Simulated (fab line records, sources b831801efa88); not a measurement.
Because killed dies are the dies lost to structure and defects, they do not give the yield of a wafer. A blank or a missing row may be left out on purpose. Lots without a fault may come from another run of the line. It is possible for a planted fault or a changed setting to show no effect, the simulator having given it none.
One fault through the eyes of 2 desks	flow sky130	numbers are kept per desk, each desk with only its own; the story behind them comes last

TOOL OWNER'S DESK, rie si-02
The tool's own readings at SKY_FIELD_ISO_ETCH_17 (etches Si in HBr/Cl2/O2, target depth 342 nm, time 97.7 s): means of the sampled wafers that have a number, for each lot that ran on this tool. The brackets show how far a lot's mean lies from the usual mean; more than 4 standard deviations puts the lot out of limits, marked OUT.
Columns: A = HBr_flow_sccm at SKY_FIELD_ISO_ETCH_17, usual 150.0 sccm; B = drypump motor current A at SKY_FIELD_ISO_ETCH_17, usual 6.0 A; C = oes product au at SKY_FIELD_ISO_ETCH_17, usual 1.007 a.u.; D = run length s at SKY_FIELD_ISO_ETCH_17, usual 126.0 s; E = throttle valve pct at SKY_FIELD_ISO_ETCH_17, usual 25.651 %
lot	first seen here	A	B	C	D	E
L821	day 3 17:39	150.0	6.1	1.013	126.1	25.649
L823	day 4 03:17	150.0	6.1	1.006	126.2	25.652
L825	day 4 14:39	150.2	5.7	1.006	126.1	25.646
L826	day 4 19:17	150.0	6.2	1.008	126.5	25.664
L831	day 5 20:55	150.0	5.5	1.002	105.6 (-60) OUT	25.649
L832	day 6 05:33	150.4	5.5	0.998	104.8 (-62) OUT	25.645
L834	day 6 12:53	149.8	5.7	1.016	112.2 (-41) OUT	25.645
This desk's finding: out of limits on L831, L832, L834; first on L831, day 5 20:55 (run length s at SKY_FIELD_ISO_ETCH_17). L821, L823, L825, L826: within limits.

METROLOGY DESK
What the gauges read for every lot (on any tool): the sampled wafers with a number, averaged. The brackets show how far a lot's mean lies from the usual mean; more than 4 standard deviations puts the lot out of limits, marked OUT.
Columns: A = FIELD_ISO_OXIDATION_01_THK at SKY_FIELD_ISO_THK_MEAS_23, usual 9.98 nm; B = NWELL_TW at SKY_NWELL_TW_MEAS_15, usual 1823
lot	first seen here	A	B
L814	day 2 14:15	9.86	1818
L816	day 2 15:27	9.77	1840
L818	day 2 23:32	9.82	1818
L821	day 3 20:15	10.15	1829
L823	day 4 06:35	9.84	1837
L824	day 4 13:54	9.93	1806
L826	day 4 21:02	9.90	1833
L825	day 4 21:02	10.06	1806
L831	day 5 22:36	10.11	1802
L832	day 6 07:07	10.08	1838
L833	day 6 13:19	9.89	1815
L834	day 6 14:29	9.97	1815
L837	day 7 07:53	10.20	1829
This desk's finding: nothing out of limits on any of the 13 lots.

ALL TOGETHER
On L831, L832, L834, at day 5 20:55, an alarm was possible from the tool owner's desk.
From the metrology desk's view, nothing was out of limits.
The metrology desk has L831, L832, L834 on record, within its limits.
The lots listed all ran SKY_FIELD_ISO_ETCH_17 on rie si-02.

WHAT WAS PUT IN BY THE SIMULATOR
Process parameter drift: rie si-02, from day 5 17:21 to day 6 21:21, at SKY_FIELD_ISO_ETCH_17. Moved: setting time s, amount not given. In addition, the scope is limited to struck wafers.
Struck lots among those shown: L831, L832, L834.
Hours from the fault's start to each desk's first reading out of limits: the tool owner's desk, 4.
